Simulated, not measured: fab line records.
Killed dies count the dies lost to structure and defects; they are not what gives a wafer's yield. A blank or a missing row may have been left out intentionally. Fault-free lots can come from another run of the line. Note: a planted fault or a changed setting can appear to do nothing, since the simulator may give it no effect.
Struck lot and sound lot, side by side -- flow gf180mcu -- 22 steps out of a route of 602
Sound: the wafers L279.2, L279.3, L279.4. Struck: wafers L295.3, L295.5. (L295.6 of the same lot was not struck and is left out.) The cause comes at the end.
For every step that has rows: the tool of each side, followed by ch and its chambers, followed by its first start. Under that, the readings that differ: sound wafers -- struck wafers -- difference of the means -- sigmas: that difference in standard deviations of wafers without a fault.
alike: a reading whose means differ by less than 2 such deviations, as well as words and numbers matching on both sides. not compared: withheld readings; readings where some wafer has no value; bounds like >300 that might hide an equal value; numbers whose values overlap and for which the record gives no deviation.
A row with sigmas, a row that says differs or no value, or rows on one side alone: a step with any of these is where the two part. Numbers that have no deviation but don't overlap get no sigmas and don't part them. Lack of a reading on every wafer of one side parts them only where that side has two or more wafers.

GF_V2_RS_MEAS_24: the measuring method here is four-point-probe.
  sound on film metro-02 at day 21 13:05; struck on film metro-02 at day 27 08:03
  alike: V2_W_RS
GF_V2_THK_MEAS_25: measures by xrf.
  sound on film metro-02 at day 21 13:11; struck on film metro-02 at day 27 08:09
  alike: V2_W_THK
GF_V2_CMP_26: polishes, stops on SiO2, t overpolish 15 s, target thk 0 nm.
  sound on cmp-02 ch 1,2,3, day 21 13:14; struck on cmp-01 ch 0,2, day 27 08:20
  alike: motor current A, overpolish run s, slurry filter dp kPa, time to endpoint s
then, 1 step without rows for these wafers: GF_M3_SPUTTER_00 (material Ti, target thk 37.5 nm, time 150 s).
GF_M3_SPUTTER_01: material TiN, target thk 30 nm, time 25 s.
  sound on pvd sputter-01 at day 21 13:38; struck on pvd sputter-02 at day 27 08:35
  alike: throttle valve pct
GF_M3_SPUTTER_02: material AlCu, target thk 450 nm, time 23.9 s.
  sound on pvd sputter-01 at day 21 13:41; struck on pvd sputter-02 at day 27 08:37
  alike: throttle valve pct
GF_M3_SPUTTER_03: material Ti, target thk 10 nm, time 6.7 s.
  sound on pvd sputter-01 at day 21 13:43; struck on pvd sputter-02 at day 27 08:39
  alike: throttle valve pct
GF_M3_SPUTTER_04: material TiN, target thk 50 nm, time 41.7 s.
  sound on pvd sputter-01 at day 21 13:44; struck on pvd sputter-02 at day 27 08:40
  alike: throttle valve pct
GF_M3_RS_MEAS_05: the measuring method here is four-point-probe.
  sound on film metro-01 at day 21 13:47; struck on film metro-02 at day 27 08:45
reading,sound,struck,difference,sigmas
M3_ALCU_RS (ohm/sq),0.0683 0.0689 0.0690,0.0700 0.0707,+0.0016,+3
GF_M3_THK_MEAS_06: measures by xrf.
  sound on film metro-01 at day 21 13:54; struck on film metro-02 at day 27 08:51
  alike: M3_ALCU_THK
then, 2 steps without rows for these wafers: GF_M3_DEHYDRATE_07 (time 60 s); GF_M3_HMDS_08 (prime time 60 s).
GF_M3_COAT_09: resist thk 1000 nm.
  sound on litho track-04 ch 0, day 22 01:40; struck on litho track-01 ch 0, day 27 18:47
reading,sound,struck,difference,sigmas
model.KrF_of_M3_COAT_09.thk nm (nm),1001 999.8 1003,1033 1035,+33,
then, 4 steps without rows for these wafers: GF_M3_SOFTBAKE_10 (time 60 s); GF_M3_EXPOSE_11 (exposes mask Metal3, target cd 280 nm); GF_M3_PEB_12 (peb time 90 s); GF_M3_DEVELOP_13 (develop time 60 s).
GF_M3_CD_MEAS_14 targets a cd of 280 nm.
  sound on cd sem-01 at day 22 13:12; struck on cd sem-02 at day 28 04:43
  alike: cd nm
GF_M3_OVL_MEAS_15:
  sound on overlay-02 at day 22 13:19; struck on overlay-02 at day 28 04:49
  alike: M3_OVL
GF_M3_METAL_ETCH_16: etches the open film in Cl2/BCl3, stops on SiO2, target depth 627.5 nm, time 104.6 s.
  sound on rie metal-02 ch 0,1, day 22 13:20; struck on rie metal-01 ch 0,1, day 28 04:52
reading,sound,struck,difference,sigmas
model.KrF_of_M3_COAT_09.thk nm (nm),732.9 733.8 733.3,767.3 765.2,+32.9,
  alike: bias w, chamber pressure mTorr, drypump motor current A, oes product au, throttle valve pct
  not compared: rf hours counter h
GF_M3_STRIP_17: strips in O2/N2.
  sound on plasma asher-02 ch 0,1, day 22 13:27; struck on plasma asher-01 ch 1, day 28 04:59
reading,sound,struck,difference,sigmas
oes product au (a.u.),0.556 0.554 0.560,0.567 0.573,+0.013,+3
strip time to endpoint s (s),7.85 7.87 7.86,8.20 8.15,+0.32,+8
  alike: chamber pressure mTorr, drypump motor current A, heater power w
  not compared: rf hours counter h
then, 1 step without rows for these wafers: GF_M3_STRIP_18 (strips in post etch residue remover, time 1200 s).

WHERE THEY PART
Last at GF_M3_STRIP_17 as far as this record goes, first at GF_M3_RS_MEAS_05.

WHY: what the simulator had put in
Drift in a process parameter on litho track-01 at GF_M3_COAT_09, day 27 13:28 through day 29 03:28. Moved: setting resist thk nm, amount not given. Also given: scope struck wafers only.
